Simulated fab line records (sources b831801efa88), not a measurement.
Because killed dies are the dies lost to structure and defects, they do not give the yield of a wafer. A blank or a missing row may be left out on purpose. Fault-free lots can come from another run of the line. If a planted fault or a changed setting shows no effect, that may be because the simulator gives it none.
fab line records -- flow gf180mcu
[record] lots = 14, wafers = 42, last_day = 34
route steps=602 shown MIM@512 M5@534 TOP_METAL@570
lots untouched by any fault: they come from a run of this same line in which no faults occurred
start_h: start of the lot's first displayed wafer, in hours after the record's first day -- wait_h: hours elapsed since this lot's preceding step -- " unchanged from the row above -- L1.1+2: a row that stands for several wafers -- - no value, or no start given -- * or withheld: withheld -- < > ~ a bound
route shown NAME@n: a module of which the file shows steps, and the number in the route of the first -- usual: mean and standard deviation over wafers with no fault -- same: alike in all rows -- chamber/n: place in a boat -- sites: readings site by site -- _std_site: standard deviation of those values -- _edge_site: mean of outer sites minus mean of inner sites -- radius_mm: for every site, how far away it sits from the centre of the wafer -- mask NAME#n: copy n -- behind: the most recent tool/chamber to have shaped the wafer -- hold: why the lot was held/for how many hours/how that ended -- device: which transistor (n, p or np) failed to switch -- end of line: the route-end tests of the same wafers -- a step given without rows: its recipe and nothing more -- killed: not the wafer's yield, but the dies lost to structure and defects at the first sort -- map: the dies of a wafer, with x for killed, . for not killed, _ for no die there
set.NAME: the setting that was run; set.NAME@STEP: the one run at that earlier step -- model.NAME: the simulator's own value behind a step, which no gauge read
a sample of lots followed through the steps of the route, with each step as a table and each wafer as a row
services: the hour from which a tool's chamber was out of use, counted from the record's first day as start_h (under 0 if before that day), plus the number of hours and why
[[steps]]
[step GF_MIM_SPUTTER_09]
[recipe] material = TiN, target_thk_nm = 35, power_w = 6500, time_s = 29.2, chamber_pressure_pa = 0.3839
[usual] throttle_valve_pct = 29.4/1
lot.wafer,tool,chamber,start_h,wait_h,throttle_valve_pct
L271.1,pvd_sputter-03,-,583.87,0.0,29.0
L271.2,pvd_sputter-03,-,583.87,0.0,27.4
L271.4,pvd_sputter-03,-,583.87,0.0,28.8
L273.3,pvd_sputter-02,-,597.15,0.0,30.1
L273.4,pvd_sputter-02,-,597.15,0.0,30.6
L273.6,pvd_sputter-02,-,597.15,0.0,29.8
L274.1,pvd_sputter-03,-,599.97,0.0,29.0
L274.4,pvd_sputter-03,-,599.97,0.0,27.3
L274.5,pvd_sputter-03,-,599.97,0.0,28.8
L275.1,pvd_sputter-02,-,615.62,0.0,29.9
L275.2,pvd_sputter-02,-,615.62,0.0,29.0
L275.3,pvd_sputter-02,-,615.62,0.0,30.8
L276.2,pvd_sputter-02,-,622.08,0.0,29.6
L276.4,pvd_sputter-02,-,622.08,0.0,30.7
L276.5,pvd_sputter-02,-,622.08,0.0,30.1
L277.1,pvd_sputter-01,-,634.64,0.0,29.4
L277.2,pvd_sputter-01,-,634.64,0.0,29.7
L277.5,pvd_sputter-01,-,634.64,0.0,30.3
L278.1,pvd_sputter-02,-,634.99,0.0,29.4
L278.2,pvd_sputter-02,-,634.99,0.0,30.0
L278.3,pvd_sputter-02,-,634.99,0.0,30.4
L279.4,pvd_sputter-01,-,651.79,0.0,29.5
L279.5,pvd_sputter-01,-,651.79,0.0,29.9
L279.6,pvd_sputter-01,-,651.79,0.0,29.5
L281.2,pvd_sputter-03,-,664.43,0.0,29.4
L281.3,pvd_sputter-03,-,664.43,0.0,28.9
L281.4,pvd_sputter-03,-,664.43,0.0,30.5
L283.1,pvd_sputter-03,-,680.45,0.0,29.4
L283.4,pvd_sputter-03,-,680.45,0.0,27.1
L283.6,pvd_sputter-03,-,680.45,0.0,29.6
L289.2,pvd_sputter-02,-,710.16,0.0,29.8
L289.3,pvd_sputter-02,-,710.16,0.0,30.4
L289.6,pvd_sputter-02,-,710.16,0.0,29.3
L290.2,pvd_sputter-03,-,717.70,0.0,29.0
L290.4,pvd_sputter-03,-,717.70,0.0,28.9
L290.5,pvd_sputter-03,-,717.70,0.0,30.5
L291.3,pvd_sputter-03,-,723.42,0.0,29.1
L291.4,pvd_sputter-03,-,723.42,0.0,29.0
L291.6,pvd_sputter-03,-,723.42,0.0,28.8
L292.4,pvd_sputter-03,-,731.58,0.0,27.1
L292.5,pvd_sputter-03,-,731.58,0.0,27.3
L292.6,pvd_sputter-03,-,731.58,0.0,30.4
[step GF_M5_OVL_MEAS_08]
[usual] M5_OVL = 1/5.4
lot.wafer,tool,chamber,start_h,wait_h,M5_OVL[nm]
L271.1,overlay-01,-,626.07,0.1,5
L271.2,overlay-01,-,626.07,0.1,11
L271.4,overlay-01,-,626.07,0.1,9
L273.3,overlay-02,-,637.56,0.1,3
L273.4,overlay-02,-,637.56,0.1,-1
L273.6,overlay-02,-,637.56,0.1,9
L274.1,overlay-02,-,641.15,0.1,-3
L274.4,overlay-02,-,641.15,0.1,1
L274.5,overlay-02,-,641.15,0.1,-2
L275.1,overlay-02,-,655.85,0.1,-6
L275.2,overlay-02,-,655.85,0.1,-1
L275.3,overlay-02,-,655.85,0.1,-2
L276.2,overlay-01,-,661.26,0.1,1
L276.4,overlay-01,-,661.26,0.1,-3
L276.5,overlay-01,-,661.26,0.1,3
L277.1,overlay-02,-,674.22,0.1,6
L277.2,overlay-02,-,674.22,0.1,7
L277.5,overlay-02,-,674.22,0.1,12
L278.1,overlay-02,-,674.75,0.1,9
L278.2,overlay-02,-,674.75,0.1,9
L278.3,overlay-02,-,674.75,0.1,0
L279.4,overlay-01,-,690.94,0.1,2
L279.5,overlay-01,-,690.94,0.1,-7
L279.6,overlay-01,-,690.94,0.1,-1
L281.2,overlay-02,-,702.97,0.1,-11
L281.3,overlay-02,-,702.97,0.1,-6
L281.4,overlay-02,-,702.97,0.1,-4
L283.1,overlay-01,-,717.95,0.1,6
L283.4,overlay-01,-,717.95,0.1,2
L283.6,overlay-01,-,717.95,0.1,1
L289.2,overlay-01,-,745.47,0.1,-3
L289.3,overlay-01,-,745.47,0.1,-10
L289.6,overlay-01,-,745.47,0.1,-2
L290.2,overlay-02,-,753.05,0.1,-7
L290.4,overlay-02,-,753.05,0.1,-1
L290.5,overlay-02,-,753.05,0.1,-2
L291.3,overlay-01,-,758.51,0.1,3
L291.4,overlay-01,-,758.51,0.1,-4
L291.6,overlay-01,-,758.51,0.1,-2
L292.4,overlay-01,-,764.99,0.1,1
L292.5,overlay-01,-,764.99,0.1,-3
L292.6,overlay-01,-,764.99,0.1,-8
[step GF_TOP_METAL_SPUTTER_03]
[recipe] material = Ti, target_thk_nm = 5, substrate_temp_c = 300, chamber_pressure_pa = 0.3, power_w = 3000, time_s = 3.3
[usual] throttle_valve_pct = 29.3/1.1
lot.wafer,tool,chamber,start_h,wait_h,throttle_valve_pct
L271.1,pvd_sputter-03,-,648.05,0.0,30.8
L271.2,pvd_sputter-03,-,648.05,0.0,29.3
L271.4,pvd_sputter-03,-,648.05,0.0,27.1
L273.3,pvd_sputter-03,-,660.81,0.0,29.3
L273.4,pvd_sputter-03,-,660.81,0.0,30.7
L273.6,pvd_sputter-03,-,660.81,0.0,27.2
L274.1,pvd_sputter-02,-,663.32,0.0,30.2
L274.4,pvd_sputter-02,-,663.32,0.0,29.3
L274.5,pvd_sputter-02,-,663.32,0.0,30.0
L275.1,pvd_sputter-02,-,677.77,0.0,29.8
L275.2,pvd_sputter-02,-,677.77,0.0,29.0
L275.3,pvd_sputter-02,-,677.77,0.0,29.7
L276.2,pvd_sputter-03,-,683.69,0.0,30.7
L276.4,pvd_sputter-03,-,683.69,0.0,30.6
L276.5,pvd_sputter-03,-,683.69,0.0,27.4
L277.1,pvd_sputter-03,-,696.14,0.0,29.1
L277.2,pvd_sputter-03,-,696.14,0.0,30.6
L277.5,pvd_sputter-03,-,696.14,0.0,29.0
L278.1,pvd_sputter-02,-,696.49,0.0,30.5
L278.2,pvd_sputter-02,-,696.49,0.0,30.1
L278.3,pvd_sputter-02,-,696.49,0.0,29.9
L279.4,pvd_sputter-02,-,712.57,0.0,30.8
L279.5,pvd_sputter-02,-,712.57,0.0,29.2
L279.6,pvd_sputter-02,-,712.57,0.0,30.0
L281.2,pvd_sputter-04,-,723.58,0.0,29.2
L281.3,pvd_sputter-04,-,723.58,0.0,27.9
L281.4,pvd_sputter-04,-,723.58,0.0,28.6
L283.1,pvd_sputter-03,-,737.99,0.0,30.6
L283.4,pvd_sputter-03,-,737.99,0.0,27.3
L283.6,pvd_sputter-03,-,737.99,0.0,29.2
L289.2,pvd_sputter-02,-,765.79,0.0,31.0
L289.3,pvd_sputter-02,-,765.79,0.0,29.9
L289.6,pvd_sputter-02,-,765.79,0.0,30.2
L290.2,pvd_sputter-04,-,772.38,0.0,28.4
L290.4,pvd_sputter-04,-,772.38,0.0,28.1
L290.5,pvd_sputter-04,-,772.38,0.0,28.2
L291.3,pvd_sputter-02,-,778.04,0.0,30.1
L291.4,pvd_sputter-02,-,778.04,0.0,30.7
L291.6,pvd_sputter-02,-,778.04,0.0,30.7
L292.4,pvd_sputter-02,-,784.18,0.0,30.0
L292.5,pvd_sputter-02,-,784.18,0.0,30.9
L292.6,pvd_sputter-02,-,784.18,0.0,29.0
[step GF_TOP_METAL_METAL_ETCH_16]
[recipe] chemistry = Cl2/BCl3, mask_material = NOVOLAK, target_depth_nm = 1197, stop_on = SiO2, pressure_mtorr = 8, icp_w = 800, bias_w = 140, Cl2_flow_sccm = 80, bcl3_flow_sccm = 40, time_s = 199.5
[usual] chamber_pressure_mTorr = 8.001/0.0066, drypump_motor_current_A = 5.4/0.38, oes_product_au = 0.987/0.0072, run_length_s = 228.2/0.76, throttle_valve_pct = 28.234/0.0095
lot.wafer,tool,chamber,start_h,wait_h,chamber_pressure_mTorr,drypump_motor_current_A,oes_product_au,rf_hours_counter_h,run_length_s,throttle_valve_pct
L271.1,rie_metal-04,0,667.86,0.0,7.999,5.6,0.992,4,228.3,28.240
L271.2,rie_metal-04,1,667.86,0.0,7.998,5.7,1.002,1,228.2,28.229
L271.4,rie_metal-04,0,667.86,0.0,8.008,5.6,0.997,-,228.5,28.239
L273.3,rie_metal-02,0,680.75,0.1,8.006,5.1,0.978,-,228.1,28.233
L273.4,rie_metal-02,1,680.75,0.1,7.999,4.7,0.989,-,228.0,28.235
L273.6,rie_metal-02,1,680.75,0.1,7.994,4.7,0.997,-,228.3,28.236
L274.1,rie_metal-03,1,682.76,0.0,8.012,5.7,0.993,9,227.7,28.234
L274.4,rie_metal-03,0,682.76,0.0,7.998,5.8,0.976,-,228.6,28.248
L274.5,rie_metal-03,1,682.76,0.0,8.009,5.7,0.985,-,227.3,28.228
L275.1,rie_metal-03,1,696.85,0.0,8.010,5.7,0.996,9,227.7,28.227
L275.2,rie_metal-03,0,696.85,0.0,8.000,5.8,0.989,13,228.7,28.240
L275.3,rie_metal-03,0,696.85,0.0,8.000,5.8,0.980,-,228.4,28.254
L276.2,rie_metal-04,1,702.82,0.0,8.003,5.7,0.989,2,228.1,28.242
L276.4,rie_metal-04,0,702.82,0.0,7.987,5.5,0.993,-,228.7,28.219
L276.5,rie_metal-04,1,702.82,0.0,8.003,5.7,0.977,-,228.1,28.240
L277.1,rie_metal-02,0,714.94,0.0,8.004,5.1,0.971,8,228.5,28.241
L277.2,rie_metal-02,1,714.94,0.0,8.000,4.8,0.989,4,228.0,28.224
L277.5,rie_metal-02,0,714.94,0.0,8.004,5.1,0.975,-,228.6,28.239
L278.1,rie_metal-04,1,715.24,0.0,8.009,5.7,0.991,3,228.4,28.230
L278.2,rie_metal-04,0,715.24,0.0,7.992,5.5,0.996,6,228.2,28.224
L278.3,rie_metal-04,0,715.24,0.0,8.006,5.5,0.988,-,228.2,28.239
L279.4,rie_metal-02,0,730.20,0.1,8.015,5.1,0.984,-,228.0,28.229
L279.5,rie_metal-02,0,730.20,0.1,8.007,5.1,0.981,-,227.8,28.245
L279.6,rie_metal-02,1,730.20,0.1,8.003,4.7,0.987,-,228.2,28.227
L281.2,rie_metal-02,1,740.74,0.0,8.001,4.7,0.989,6,228.2,28.243
L281.3,rie_metal-02,1,740.74,0.0,8.002,4.8,0.994,-,228.1,28.248
L281.4,rie_metal-02,0,740.74,0.0,7.998,5.1,0.973,-,171.4,28.238
L283.1,rie_metal-02,1,754.59,0.0,8.002,4.8,0.985,6,227.8,28.240
L283.4,rie_metal-02,0,754.59,0.0,8.000,5.1,0.979,-,171.6,28.240
L283.6,rie_metal-02,0,754.59,0.0,7.995,5.1,0.986,-,171.6,28.234
L289.2,rie_metal-03,0,781.72,0.0,7.998,5.8,0.998,17,228.9,28.219
L289.3,rie_metal-03,1,781.72,0.0,8.002,5.7,0.992,-,227.1,28.231
L289.6,rie_metal-03,1,781.72,0.0,8.003,5.7,0.995,-,227.5,28.229
L290.2,rie_metal-04,0,788.12,0.0,8.012,5.5,0.995,10,227.9,28.224
L290.4,rie_metal-04,1,788.12,0.0,8.003,5.7,0.995,-,228.2,28.252
L290.5,rie_metal-04,1,788.12,0.0,7.996,5.7,0.989,-,228.1,28.238
L291.3,rie_metal-04,0,793.37,0.1,8.005,5.5,0.988,-,227.9,28.224
L291.4,rie_metal-04,1,793.37,0.1,8.005,5.7,0.976,-,228.2,28.259
L291.6,rie_metal-04,1,793.37,0.1,8.019,5.7,0.979,-,228.9,28.241
L292.4,rie_metal-03,1,799.03,0.2,8.004,5.7,0.986,-,227.4,28.227
L292.5,rie_metal-03,1,799.03,0.2,8.006,5.7,0.984,-,227.3,28.216
L292.6,rie_metal-03,1,799.03,0.2,8.002,5.7,0.986,-,227.2,28.231
[step GF_TOP_METAL_STRIP_17]
[recipe] chemistry = O2/N2, power_w = 1400, pressure_mtorr = 1500, platen_temp_c = 250, o2_flow_sccm = 3000, n2_flow_sccm = 300, overash_fraction = 0.5
[usual] chamber_pressure_mTorr = 1499.8/1.3, drypump_motor_current_A = 5.7/0.62, heater_power_w = 339/32, oes_product_au = 0.710/0.0046, strip_time_to_endpoint_s = 12.96/0.096
lot.wafer,tool,chamber,start_h,wait_h,chamber_pressure_mTorr,drypump_motor_current_A,heater_power_w,oes_product_au,rf_hours_counter_h,strip_time_to_endpoint_s
L271.1,plasma_asher-04,0,668.05,0.1,1499.8,5.8,330,0.704,89,12.89
L271.2,plasma_asher-04,1,668.05,0.1,1499.2,6.6,351,0.707,89,12.96
L271.4,plasma_asher-04,0,668.05,0.1,1499.2,5.8,333,0.701,-,12.88
L273.3,plasma_asher-02,1,680.91,0.1,1500.7,6.8,282,0.717,-,13.02
L273.4,plasma_asher-02,0,680.91,0.1,1497.7,4.9,309,0.711,-,13.03
L273.6,plasma_asher-02,0,680.91,0.1,1500.1,4.9,307,0.708,-,12.93
L274.1,plasma_asher-01,0,682.95,0.1,1499.0,5.3,326,0.709,26,12.91
L274.4,plasma_asher-01,0,682.95,0.1,1500.8,5.3,326,0.710,-,13.08
L274.5,plasma_asher-01,1,682.95,0.1,1498.7,5.3,399,0.704,-,12.98
L275.1,plasma_asher-04,1,697.05,0.1,1497.0,6.6,351,0.700,92,12.89
L275.2,plasma_asher-04,0,697.05,0.1,1500.9,5.8,322,0.709,92,13.05
L275.3,plasma_asher-04,1,697.05,0.1,1501.8,6.7,353,0.704,-,13.07
L276.2,plasma_asher-01,1,703.02,0.1,1501.8,5.4,391,0.708,28,13.11
L276.4,plasma_asher-01,0,703.02,0.1,1499.6,5.3,325,0.709,-,12.98
L276.5,plasma_asher-01,0,703.02,0.1,1501.7,5.3,324,0.713,-,13.06
L277.1,plasma_asher-01,0,715.13,0.1,1499.6,5.3,325,0.706,30,13.09
L277.2,plasma_asher-01,1,715.13,0.1,1499.6,5.3,386,0.712,30,12.90
L277.5,plasma_asher-01,0,715.13,0.1,1497.9,5.3,315,0.709,-,13.05
L278.1,plasma_asher-02,1,715.43,0.1,1500.3,6.7,276,0.708,64,12.92
L278.2,plasma_asher-02,0,715.43,0.1,1500.2,4.9,314,0.707,64,12.87
L278.3,plasma_asher-02,1,715.43,0.1,1500.0,6.8,285,0.719,-,12.85
L279.4,plasma_asher-01,1,730.36,0.1,1499.7,5.3,393,0.704,-,12.95
L279.5,plasma_asher-01,0,730.36,0.1,1500.5,5.3,330,0.716,-,13.02
L279.6,plasma_asher-01,1,730.36,0.1,1500.7,5.3,380,0.718,-,12.84
L281.2,plasma_asher-02,1,740.93,0.1,1500.4,6.8,279,0.712,67,13.12
L281.3,plasma_asher-02,0,740.93,0.1,1502.1,4.9,308,0.702,-,12.97
L281.4,plasma_asher-02,1,740.93,0.1,1498.9,6.8,281,0.707,-,14.64
L283.1,plasma_asher-01,1,754.78,0.1,1497.7,5.3,379,0.709,35,13.06
L283.4,plasma_asher-01,1,754.78,0.1,1501.9,5.3,385,0.702,-,14.60
L283.6,plasma_asher-01,0,754.78,0.1,1500.3,5.3,318,0.711,-,14.61
L289.2,plasma_asher-01,0,781.92,0.1,1500.5,5.3,327,0.711,38,12.97
L289.3,plasma_asher-01,0,781.92,0.1,1497.0,5.3,330,0.712,-,12.88
L289.6,plasma_asher-01,1,781.92,0.1,1498.6,5.3,381,0.703,-,12.92
L290.2,plasma_asher-04,0,788.32,0.1,1501.5,5.8,333,0.709,101,12.79
L290.4,plasma_asher-04,1,788.32,0.1,1500.9,6.6,354,0.713,-,12.94
L290.5,plasma_asher-04,1,788.32,0.1,1499.8,6.6,370,0.712,-,12.88
L291.3,plasma_asher-04,1,793.53,0.1,1498.9,6.6,356,0.715,-,12.98
L291.4,plasma_asher-04,0,793.53,0.1,1501.1,5.8,331,0.713,-,13.01
L291.6,plasma_asher-04,1,793.53,0.1,1497.9,6.6,355,0.712,-,13.02
L292.4,plasma_asher-01,0,799.25,0.2,1496.6,5.3,332,0.713,-,13.04
L292.5,plasma_asher-01,1,799.25,0.2,1497.1,5.3,386,0.710,-,12.92
L292.6,plasma_asher-01,0,799.25,0.2,1500.1,5.3,331,0.707,-,12.95
[[services]]
tool,chamber,start_h,hours,kind
rie_metal-03,1,571.17,11.2,repair
pvd_sputter-02,-,601.64,1.7,repair
plasma_asher-01,-,609.97,0.5,repair
rie_metal-02,-,611.33,1.0,repair
rie_metal-02,-,611.74,0.8,repair
plasma_asher-01,-,615.74,14.6,pm
pvd_sputter-04,-,633.18,7.0,repair
rie_metal-04,1,634.00,2.6,repair
pvd_sputter-02,3,636.20,-,consumable_replace:kit
pvd_sputter-02,3,636.20,18.0,scheduled_down
pvd_sputter-02,3,636.20,18.0,vent_cycle
rie_metal-03,-,648.82,4.3,pm
pvd_sputter-04,-,670.59,1.0,repair
plasma_asher-02,-,684.25,1.3,repair
rie_metal-03,-,686.91,4.0,pm
pvd_sputter-04,-,696.37,0.8,repair
pvd_sputter-03,-,703.22,10.0,repair
plasma_asher-04,-,705.60,12.2,repair
pvd_sputter-04,-,713.75,3.9,repair
rie_metal-03,-,714.64,0.5,repair
pvd_sputter-01,-,759.16,2.6,repair
rie_metal-02,1,760.39,3.1,repair
rie_metal-04,-,785.50,0.9,repair
pvd_sputter-04,-,790.35,8.1,repair
[[key]]
[first_sign] step = GF_TOP_METAL_METAL_ETCH_16, reading = run_length_s, direction = down, sigmas = 74, usual = *, struck = *
[effect] step = GF_TOP_METAL_STRIP_17, reading = strip_time_to_endpoint_s, direction = up, sigmas = 17, usual = *, struck = *
met_at GF_TOP_METAL_METAL_ETCH_16
struck_lots L281,L283
struck_wafers L281.4,L283.4,L283.6
later_rows_left_out L281.4,L283.4,L283.6
sort_left_out L281.4,L283.4,L283.6
not_acting_at GF_MIM_SPUTTER_09,GF_M5_OVL_MEAS_08,GF_TOP_METAL_SPUTTER_03
onset_between 730.20 740.74
[fault] kind = process_parameter_drift, tool = rie_metal-02, chamber = 0, onset_h = 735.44, steps = GF_TOP_METAL_METAL_ETCH_16, channel = time_s, offset = *, shape = step, end_h = 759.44, acts_in = *, stated = *
// sort_left_out: the simulated sort isn't trusted on such a fault, so these wafers' sort isn't shown, and their yield isn't known
// later_rows_left_out: the simulator's readings of these wafers behind a module that went badly wrong aren't trusted and aren't shown, but for the sort
